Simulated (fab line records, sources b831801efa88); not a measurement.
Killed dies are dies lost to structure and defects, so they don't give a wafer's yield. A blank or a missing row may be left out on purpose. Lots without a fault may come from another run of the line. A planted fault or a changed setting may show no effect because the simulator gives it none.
Problem report in the 8D (eight disciplines) form, filled by code | flow gf180mcu | the parts of the form that need people (team, actions taken, sign-off) are left out

1. THE PROBLEM
PSD_TW at GF_PSD_TW_MEAS_11 reads a mean of 3032 on 2 wafers of 2 lots; wafers without a fault read 3189 with a standard deviation of 19. That is -8.2 standard deviations from the usual mean.
First seen on wafer L744.5, day 20 06:35, on film_metro-02. The record holds 31 wafers of 11 lots with a number at this step. Rule for "out", or "out of limits": more than 4 standard deviations from the usual mean. The other wafers with a number count as sound.

2. WHAT IT IS AND WHAT IT IS NOT
question                    | is                           | is not
which readings at this step | PSD_TW                       | -
which lots                  | L744, L746                   | L727, L730, L733, L734, L735, L736, L738, L747, L748
which wafers of those lots  | L744.5, L746.5               | L744.1, L746.1
read on which gauges        | film_metro-02, film_metro-04 | film_metro-01
when                        | from day 20 06:35            | up to then (22 sound wafers); but 7 sound wafers of L746, L747, L748 came after

3. SUSPECTS, AND WHAT RULES EACH OUT
Counting: a tool at a process step up to the reading stays a suspect if it ran every lot that is out. Sound lots after the first of them don't rule it out here, since some wafers of a struck lot are sound.
- the gauge at GF_PSD_TW_MEAS_11: ruled out. The wafers that are out were read on 2 gauges (film_metro-02, film_metro-04).
- implanter-02 at GF_PSD_IMPLANT_09: kept. It ran every lot that is out, first L744 (day 20 06:20); its last sound lot up to then is L735 (day 17 03:53). Its own readings are out on those wafers: beam_on_s, faraday_current_uA.
- plasma_asher-02 at GF_PSD_STRIP_10 (strips in O2/N2): kept. It ran every lot that is out, first L744 (day 20 06:29); its last sound lot up to then is L733 (day 16 11:53). Its own readings are out on those wafers: strip_time_to_endpoint_s.
Left after counting: implanter-02 at GF_PSD_IMPLANT_09, plasma_asher-02 at GF_PSD_STRIP_10.

4. THE CAUSE (what the simulator had put in)
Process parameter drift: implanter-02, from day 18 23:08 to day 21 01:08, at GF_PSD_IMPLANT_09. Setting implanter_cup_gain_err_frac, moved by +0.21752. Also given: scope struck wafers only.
Counting left 2 suspects, and this tool is among them.

5. THE CHAIN OF EFFECTS, in route order
Each row: a reading whose mean over the struck wafers that have a number lies more than 3 standard deviations from the usual. Only readings for which the record gives a usual standard deviation are gone through. hours: the time from each lot's start at the first step in this table that gives one to its start at this step, as a median over the lots. sigmas: the change in usual standard deviations.
hours | step              | reading                  | usual        | on struck wafers | change | sigmas
0     | GF_PSD_IMPLANT_09 | beam_on_s                | 10.01 s      | 8.36             | -1.65  | -8.7
0     | GF_PSD_IMPLANT_09 | faraday_current_uA       | 8240         | 9856             | +1616  | +10
0     | GF_PSD_STRIP_10   | oes_product_au           | 0.591 a.u.   | 0.605            | +0.014 | +3.1
0     | GF_PSD_STRIP_10   | strip_time_to_endpoint_s | 16.54 s      | 15.92            | -0.62  | -19
0     | GF_PSD_TW_MEAS_11 | PSD_TW                   | 3189         | 3032             | -156   | -8.2
1     | GF_PSD_RS_MEAS_15 | PSD_RS                   | 108.6 ohm/sq | 118.4            | +9.8   | +30
The process steps in it:
- GF_PSD_IMPLANT_09
- GF_PSD_STRIP_10: strips in O2/N2.

6. WHAT WOULD HAVE CAUGHT IT SOONER
In this record the first reading out of limits at a measuring or inspecting step was taken at day 20 06:35, 31 hours after the fault began at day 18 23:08.
The tool's own readings at GF_PSD_IMPLANT_09 were out on every struck wafer that the step has a row for (beam_on_s, faraday_current_uA): an alarm limit on them would have fired on the first of those.
Of the lots that are out (2), L746 began GF_PSD_IMPLANT_09 on implanter-02 after day 20 06:35. A hold on the tool at that time would have spared it.
